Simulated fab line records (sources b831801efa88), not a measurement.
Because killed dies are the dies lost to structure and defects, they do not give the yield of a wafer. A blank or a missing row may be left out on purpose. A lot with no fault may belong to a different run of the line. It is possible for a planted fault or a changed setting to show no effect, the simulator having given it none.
fab line records ; flow sky130
record: lots: 6; wafers: 18; last_day: 50
route steps=708 shown SD_N@344 PAD_OPEN@708
lots untouched by any fault: they come from a run of this same line in which no faults occurred
start_h: start of the lot's first displayed wafer, in hours after the record's first day ; wait_h: hours elapsed since this lot's preceding step ; " as in the row above ; L1.1+2: a single row standing in for several wafers ; - value missing, or start not given ; * or withheld: withheld ; < > ~ a bound
route shown NAME@n: a module of which the file shows steps, and the number in the route of the first ; usual: the fault-free wafers' mean and standard deviation ; same: alike in all rows ; chamber/n: place in a boat ; sites: per-site readings ; _std_site: their standard deviation ; _edge_site: outer sites' mean less inner sites' ; radius_mm: for every site, how far away it sits from the centre of the wafer ; mask NAME#n: copy n ; behind: tool/chamber where the wafer was last shaped ; hold: the reason the lot was held/the length of the hold in hours/how it ended ; device: which transistor (n, p or np) failed to switch ; end of line: tests run on the same wafers once the route is complete ; for a step that has no rows: nothing shown but its recipe ; killed: dies that structure and defects cost at the first sort, which is not the same as the wafer's yield ; map: a wafer's dies, marking killed ones x, the rest . and places with no die _
set.NAME: the setting that was run; set.NAME@STEP: the one run at that earlier step ; model.NAME: the simulator's own value behind a step, which no gauge read
lots at selected steps of the route; one table per step, one row per wafer
services: when a tool's chamber went out of use (start_h, in hours from the record's first day, below 0 if earlier), for how many hours, and the reason
== steps ==
step: SKY_SD_N_COAT_02
recipe: resist: NOVOLAK; spin_rpm: 3000; resist_thk_nm: 1140
step: SKY_SD_N_SOFTBAKE_03
recipe: temp_c: 90; time_s: 60; resist: NOVOLAK
step: SKY_SD_N_EXPOSE_04
recipe: mask_id: NSDM; na: 0.6; source_shape: conventional; sigma_outer: 0.6; polarization: unpolarized; target_cd_nm: 380; dose_mj: 141
step: SKY_SD_N_PEB_05
recipe: temp_c: withheld; time_s: *; resist: NOVOLAK
step: SKY_SD_N_DEVELOP_06
recipe: resist: NOVOLAK; developer: TMAH; develop_time_s: 60; dev_temp_c: 23
step: SKY_SD_N_CD_MEAS_07
recipe: target_cd_nm: 380
usual: cd_nm: 377.8/2.4
lot.wafer;tool;chamber;start_h;wait_h;cd_nm
L178.1;cd_sem-01;-;671.76;0.1;377.4
L178.5;cd_sem-01;-;671.76;0.1;374.4
L178.6;cd_sem-01;-;671.76;0.1;377.1
L187.1;cd_sem-02;-;724.26;0.1;379.8
L187.2;cd_sem-02;-;724.26;0.1;377.0
L187.3;cd_sem-02;-;724.26;0.1;379.9
L191.1;cd_sem-02;-;757.81;0.1;378.1
L191.4;cd_sem-02;-;757.81;0.1;378.9
L191.6;cd_sem-02;-;757.81;0.1;380.7
L193.2;cd_sem-01;-;769.93;0.1;377.5
L193.5;cd_sem-01;-;769.93;0.1;379.3
L193.6;cd_sem-01;-;769.93;0.1;378.3
L198.1;cd_sem-01;-;818.51;0.1;382.0
L198.3;cd_sem-01;-;818.51;0.1;380.2
L198.5;cd_sem-01;-;818.51;0.1;379.1
L200.2;cd_sem-02;-;821.84;0.1;378.9
L200.3;cd_sem-02;-;821.84;0.1;376.8
L200.6;cd_sem-02;-;821.84;0.1;378.0
step: SKY_SD_N_OVL_MEAS_08
usual: SD_N_OVL: -0.6/1.7
lot.wafer;tool;chamber;start_h;wait_h;SD_N_OVL[nm]
L178.1;overlay-01;-;671.88;0.1;2.6
L178.5;overlay-01;-;671.88;0.1;-1.9
L178.6;overlay-01;-;671.88;0.1;-0.1
L187.1;overlay-01;-;724.38;0.1;-1.2
L187.2;overlay-01;-;724.38;0.1;-2.2
L187.3;overlay-01;-;724.38;0.1;0.7
L191.1;overlay-02;-;757.93;0.1;-0.8
L191.4;overlay-02;-;757.93;0.1;-0.8
L191.6;overlay-02;-;757.93;0.1;0.9
L193.2;overlay-02;-;770.04;0.1;-1.2
L193.5;overlay-02;-;770.04;0.1;-0.5
L193.6;overlay-02;-;770.04;0.1;-0.9
L198.1;overlay-02;-;818.63;0.1;-0.4
L198.3;overlay-02;-;818.63;0.1;-0.8
L198.5;overlay-02;-;818.63;0.1;-1.2
L200.2;overlay-01;-;821.95;0.1;0.1
L200.3;overlay-01;-;821.95;0.1;0.9
L200.6;overlay-01;-;821.95;0.1;2.2
step: SKY_SD_N_IMPLANT_09
recipe: species: As; energy_kev: 50; dose_cm2: 4e+15; tilt_deg: 0
step: SKY_SD_N_IMPLANT_10
recipe: species: P; energy_kev: 20; dose_cm2: 1e+14; tilt_deg: 0
step: SKY_SD_N_STRIP_11
recipe: chemistry: O2/N2; power_w: 1400; pressure_mtorr: 1500; platen_temp_c: withheld; o2_flow_sccm: 3000; n2_flow_sccm: 300; overash_fraction: 0.5
usual: drypump_motor_current_A: 5.8/0.55; oes_product_au: 0.527/0.005; strip_time_to_endpoint_s: 22.57/0.047
lot.wafer;tool;chamber;start_h;wait_h;drypump_motor_current_A;oes_product_au;rf_hours_counter_h;strip_time_to_endpoint_s
L178.1;plasma_asher-04;1;672.22;0.1;6.1;0.530;101;22.60
L178.5;plasma_asher-04;0;672.22;0.1;5.8;0.528;-;22.60
L178.6;plasma_asher-04;1;672.22;0.1;6.1;0.524;-;22.57
L187.1;plasma_asher-02;1;724.72;0.1;5.5;0.523;25;22.61
L187.2;plasma_asher-02;0;724.72;0.1;4.9;0.529;25;22.59
L187.3;plasma_asher-02;1;724.72;0.1;5.6;0.525;-;22.59
L191.1;plasma_asher-01;0;758.27;0.1;6.7;0.519;66;22.50
L191.4;plasma_asher-01;0;758.27;0.1;6.6;0.523;-;22.51
L191.6;plasma_asher-01;1;758.27;0.1;5.5;0.529;-;22.50
L193.2;plasma_asher-01;1;770.37;0.1;5.5;0.529;68;22.66
L193.5;plasma_asher-01;1;770.37;0.1;5.5;0.529;-;22.61
L193.6;plasma_asher-01;0;770.37;0.1;6.6;0.521;-;22.68
L198.1;plasma_asher-02;1;818.97;0.1;5.6;0.539;34;22.56
L198.3;plasma_asher-02;1;818.97;0.1;5.6;0.532;-;22.56
L198.5;plasma_asher-02;0;818.97;0.1;4.9;0.529;-;22.58
L200.2;plasma_asher-04;0;822.28;0.1;5.8;0.515;8;22.50
L200.3;plasma_asher-04;1;822.28;0.1;6.1;0.530;-;22.48
L200.6;plasma_asher-04;0;822.28;0.1;5.8;0.524;-;22.46
step: SKY_SD_N_TW_MEAS_12
usual: SD_N_TW: 3978/43
lot.wafer;tool;chamber;start_h;wait_h;SD_N_TW
L178.1;film_metro-02;-;672.32;0.1;3994
L178.5;film_metro-02;-;672.32;0.1;4006
L178.6;film_metro-02;-;672.32;0.1;3992
L187.1;film_metro-04;-;724.82;0.1;3920
L187.2;film_metro-04;-;724.82;0.1;3925
L187.3;film_metro-04;-;724.82;0.1;3916
L191.1;film_metro-04;-;758.37;0.1;3967
L191.4;film_metro-04;-;758.37;0.1;3966
L191.6;film_metro-04;-;758.37;0.1;3966
L193.2;film_metro-02;-;770.48;0.1;4006
L193.5;film_metro-02;-;770.48;0.1;4023
L193.6;film_metro-02;-;770.48;0.1;4005
L198.1;film_metro-04;-;819.07;0.1;3932
L198.3;film_metro-04;-;819.07;0.1;3930
L198.5;film_metro-04;-;819.07;0.1;3909
L200.2;film_metro-04;-;822.39;0.1;3932
L200.3;film_metro-04;-;822.39;0.1;3924
L200.6;film_metro-04;-;822.39;0.1;3927
step: SKY_SD_N_CLEAN_13
recipe: chemistry: SC1/SC2; mix: 1:4:20; temp_c: 70; time_s: 150; dry: n2_spin
step: SKY_SD_N_RTA_14
recipe: temp_c: 1075; time_s: 2; idle_temp_c: 650; ramp_up_c_per_s: 150; ramp_down_c_per_s: 90; ambient: N2
usual: lamp_power_pct: 15.74/0.054; ramp_up_c_per_s: 150.00/0.029; wafer_temp_C_max: 1078.1/1.4
lot.wafer;tool;chamber;start_h;wait_h;lamp_power_pct;ramp_up_c_per_s;wafer_temp_C_max
L178.1;rtp_anneal-01;0;672.43;0.0;15.76;150.03;1079.0
L178.5;rtp_anneal-01;0;672.43;0.0;15.70;149.98;1077.7
L178.6;rtp_anneal-01;0;672.43;0.0;15.78;150.00;1076.8
L187.1;rtp_anneal-02;0;724.93;0.0;15.64;149.99;1079.6
L187.2;rtp_anneal-02;0;724.93;0.0;15.64;150.04;1077.2
L187.3;rtp_anneal-02;0;724.93;0.0;15.71;150.03;1078.2
L191.1;rtp_anneal-02;0;758.48;0.0;15.78;44.999;1077.3
L191.4;rtp_anneal-02;0;758.48;0.0;15.74;44.990;1077.5
L191.6;rtp_anneal-02;0;758.48;0.0;15.71;44.996;1076.8
L193.2;rtp_anneal-02;0;770.59;0.0;15.79;45.049;1079.6
L193.5;rtp_anneal-02;0;770.59;0.0;15.76;44.992;1080.0
L193.6;rtp_anneal-02;0;770.59;0.0;15.70;44.981;1078.4
L198.1;rtp_anneal-01;0;819.18;0.0;15.74;150.02;1077.3
L198.3;rtp_anneal-01;0;819.18;0.0;15.79;150.02;1077.3
L198.5;rtp_anneal-01;0;819.18;0.0;15.75;150.00;1076.5
L200.2;rtp_anneal-01;0;822.50;0.0;15.72;149.99;1079.1
L200.3;rtp_anneal-01;0;822.50;0.0;15.81;150.04;1079.0
L200.6;rtp_anneal-01;0;822.50;0.0;15.63;150.04;1078.0
step: SKY_PAD_OPEN_PROBE_99
usual: killed_at_M0_to_M3: 44/6.9; killed_at_M4_up: 3.3/2; killed_at_contacts: 25/5.4; killed_at_front_end: 16/4.6; killed_at_other: 0.2/0.51; killed_dies: 88/8.9; killed_open: 48/6.8; killed_short: 39/5.8
same: gross_dies: 492; killed_at_back_side: 0
lot.wafer;tool;chamber;start_h;wait_h;killed_at_M0_to_M3;killed_at_M4_up;killed_at_contacts;killed_at_front_end;killed_at_other;killed_dies;killed_open;killed_short;model.etest.res_xhigh_po.line_ohm_um;model.etest.res_xhigh_po.rs_ohm_sq;model.etest.res_pdiff.line_ohm_um;model.etest.res_high_po.line_ohm_um;model.etest.licon_high_po.rc_ohm;model.etest.res_high_po.rs_ohm_sq;model.etest.res_pdiff_hv.rs_ohm_sq;model.etest.res_pdiff.rs_ohm_sq
L178.1;prober-02;-;1094.71;0.1;43;4;25;9;0;81;49;31;5528;1956;1409;731;334.2;260.5;192.4;199.1
L178.5;prober-02;-;1094.91;0.2;46;4;21;17;0;88;50;38;5590;1989;1379;739.5;351.1;261.8;191.1;199
L178.6;prober-02;-;1094.96;0.2;42;7;27;13;0;89;46;42;5740;1988;1375;749.3;344.2;263.3;190.7;197.9
L191.1;prober-01;-;1153.63;0.1;47;2;20;16;2;87;51;36;5230;1805;1316;689.2;294.8;242;183.3;190.1
L191.4;prober-01;-;1153.78;0.2;44;1;16;16;0;77;47;30;5061;1796;1326;699.1;297.3;242.3;181.8;188.1
L191.6;prober-01;-;1153.88;0.2;45;3;22;14;0;84;46;38;5166;1807;1324;689.2;313.3;243.2;181.9;189.4
L193.2;prober-01;-;1163.44;0.1;41;3;30;23;0;97;57;40;5080;1791;1280;685.9;310.8;241.4;180.6;186.4
L193.5;prober-01;-;1163.59;0.2;42;5;25;13;0;85;50;35;4956;1754;1326;661.3;316.4;237.5;181.6;186.9
L193.6;prober-01;-;1163.64;0.2;54;4;24;14;0;96;45;51;5010;1745;1282;677.7;304.6;235.8;180.8;186.4
L198.1;prober-01;-;1196.78;0.1;40;5;22;14;1;82;45;36;5859;2053;1371;754.6;361.1;260.3;191;196.8
L198.3;prober-01;-;1196.88;0.2;37;5;31;11;0;84;52;32;5747;1962;1357;737.4;350.2;259.1;189.3;196.1
L198.5;prober-01;-;1196.98;0.2;48;9;14;9;0;80;46;34;5573;1983;1345;747.6;331.7;258.5;190.9;196.2
L200.2;prober-01;-;1199.84;0.1;37;1;35;18;0;91;59;32;5763;2002;1349;762.2;361;265.6;191.4;196.5
L200.3;prober-01;-;1199.89;0.2;43;4;26;14;0;87;38;49;5576;1943;1353;756;350.1;260.4;191.5;198.5
L200.6;prober-01;-;1200.04;0.2;45;3;31;15;0;94;51;43;5971;2116;1374;776.5;355.1;274.4;193;200
killed by level:class
L178.1 VIA1:geometric_particle:open=14 CONTACT:geometric_particle:open=11 METAL2:geometric_particle:short=6 FIELD_ISO:geometric_particle:open=5 VIA1:geometric_particle:short=5 LI_CONTACT:geometric_particle:open=4 LOCAL_INTERCONNECT:geometric_particle:short=4 VIA2:geometric_particle:open=4
L178.5 VIA1:geometric_particle:open=10 METAL1:geometric_particle:short=8 LI_CONTACT:geometric_particle:open=8 VIA3:geometric_particle:open=7 CONTACT:geometric_particle:open=6 FIELD_ISO:geometric_particle:short=5 FIELD_ISO:geometric_particle:open=4 VIA1:geometric_particle:short=4
L178.6 CONTACT:geometric_particle:open=11 VIA1:geometric_particle:open=11 METAL2:geometric_particle:short=9 FIELD_ISO:geometric_particle:open=6 VIA3:geometric_particle:short=5 METAL4:geometric_particle:short=5 POLY_GATE:geometric_particle:short=4 LI_CONTACT:geometric_particle:open=4
L191.1 VIA1:geometric_particle:open=15 CONTACT:geometric_particle:open=7 METAL2:geometric_particle:short=7 POLY_GATE:geometric_particle:open=6 LI_CONTACT:geometric_particle:open=5 VIA3:geometric_particle:open=5 VIA2:geometric_particle:open=4 FIELD_ISO:geometric_particle:open=3
L191.4 VIA1:geometric_particle:open=15 CONTACT:geometric_particle:open=8 POLY_GATE:geometric_particle:open=6 VIA2:geometric_particle:open=6 POLY_GATE:geometric_particle:short=5 LI_CONTACT:geometric_particle:open=4 VIA1:geometric_particle:short=4 METAL3:geometric_particle:short=3
L191.6 VIA1:geometric_particle:open=11 CONTACT:geometric_particle:open=8 VIA2:geometric_particle:open=7 VIA1:geometric_particle:short=6 METAL2:geometric_particle:short=6 POLY_GATE:geometric_particle:open=5 LOCAL_INTERCONNECT:geometric_particle:short=5 METAL1:geometric_particle:short=5
L193.2 VIA1:geometric_particle:open=14 CONTACT:geometric_particle:open=13 VIA3:geometric_particle:open=7 LI_CONTACT:geometric_particle:short=6 FIELD_ISO:geometric_particle:short=5 POLY_GATE:geometric_particle:open=5 LOCAL_INTERCONNECT:geometric_particle:short=5 FIELD_ISO:geometric_particle:open=4
L193.5 VIA1:geometric_particle:open=12 CONTACT:geometric_particle:open=10 LI_CONTACT:geometric_particle:open=7 VIA3:geometric_particle:open=7 VIA3:geometric_particle:short=6 FIELD_ISO:geometric_particle:short=5 METAL1:geometric_particle:short=5 FIELD_ISO:geometric_particle:open=4
L193.6 VIA1:geometric_particle:open=15 CONTACT:geometric_particle:short=8 METAL3:geometric_particle:short=7 VIA3:geometric_particle:open=6 LI_CONTACT:geometric_particle:open=6 VIA1:geometric_particle:short=6 VIA2:geometric_particle:short=6 VIA3:geometric_particle:short=6
L198.1 VIA1:geometric_particle:open=8 CONTACT:geometric_particle:open=7 LI_CONTACT:geometric_particle:open=6 VIA2:geometric_particle:open=6 VIA2:geometric_particle:short=5 VIA3:geometric_particle:open=5 VIA1:geometric_particle:short=5 FIELD_ISO:geometric_particle:short=4
L198.3 CONTACT:geometric_particle:open=12 VIA2:geometric_particle:open=9 LI_CONTACT:geometric_particle:open=8 VIA1:geometric_particle:open=7 VIA3:geometric_particle:open=6 LOCAL_INTERCONNECT:geometric_particle:short=5 METAL4:geometric_particle:short=5 LI_CONTACT:geometric_particle:short=4
L198.5 VIA2:geometric_particle:open=10 CONTACT:geometric_particle:open=9 VIA1:geometric_particle:open=9 VIA3:geometric_particle:open=7 METAL4:geometric_particle:short=7 FIELD_ISO:geometric_particle:short=5 METAL2:geometric_particle:short=5 METAL1:geometric_particle:short=4
L200.2 LI_CONTACT:geometric_particle:open=17 CONTACT:geometric_particle:open=11 VIA2:geometric_particle:open=8 VIA1:geometric_particle:open=8 CONTACT:geometric_particle:short=4 METAL1:geometric_particle:short=4 VIA1:geometric_particle:short=4 FIELD_ISO:geometric_particle:open=3
L200.3 VIA1:geometric_particle:open=10 CONTACT:geometric_particle:open=8 VIA1:geometric_particle:short=7 METAL1:geometric_particle:short=7 LOCAL_INTERCONNECT:geometric_particle:short=6 METAL3:geometric_particle:short=6 LI_CONTACT:geometric_particle:short=4 POLY_GATE:geometric_particle:short=3
L200.6 CONTACT:geometric_particle:open=12 METAL2:geometric_particle:short=10 VIA1:geometric_particle:open=9 LI_CONTACT:geometric_particle:open=8 CONTACT:geometric_particle:short=6 VIA2:geometric_particle:open=5 METAL1:geometric_particle:short=4 VIA3:geometric_particle:open=4
== services ==
tool;chamber;start_h;hours;kind
plasma_asher-04;-;685.78;0.7;repair
plasma_asher-01;-;705.27;3.0;repair
plasma_asher-04;-;733.75;9.0;pm
plasma_asher-04;0;733.75;9.0;vent_cycle
plasma_asher-04;1;733.75;9.0;vent_cycle
plasma_asher-04;0;742.75;-;clean
plasma_asher-04;1;742.75;-;clean
rtp_anneal-02;-;795.06;3.6;pm
plasma_asher-01;-;811.22;5.8;repair
== key ==
first_sign: step: SKY_SD_N_RTA_14; reading: ramp_up_c_per_s; direction: down; sigmas: 99+; usual: 150.00; struck: 45.001
effect none on later readings
model_effect: step: SKY_PAD_OPEN_PROBE_99; value: etest.res_xhigh_po.line_ohm_um; without: 5705; struck: 5084
met_at SKY_SD_N_RTA_14
struck_wafers L191.1,L191.4,L191.6,L193.2,L193.5,L193.6
tester_left_out L191,L193
onset_between 724.93 758.48
fault: kind: process_parameter_drift; tool: rtp_anneal-02; chamber: -; onset_h: 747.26; steps: SKY_SD_N_RTA_14; channel: ramp_up_c_per_s; offset: -105; shape: step; end_h: 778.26; acts_in: these_recipes_only; stated: 150
tester_left_out: of these lots the tester's yield and bins aren't shown, on N5 and GAA mostly nor the transistor test; their killed dies are dies lost to structure and defects alone, not to doping, threshold or leakage, so they don't give the yield
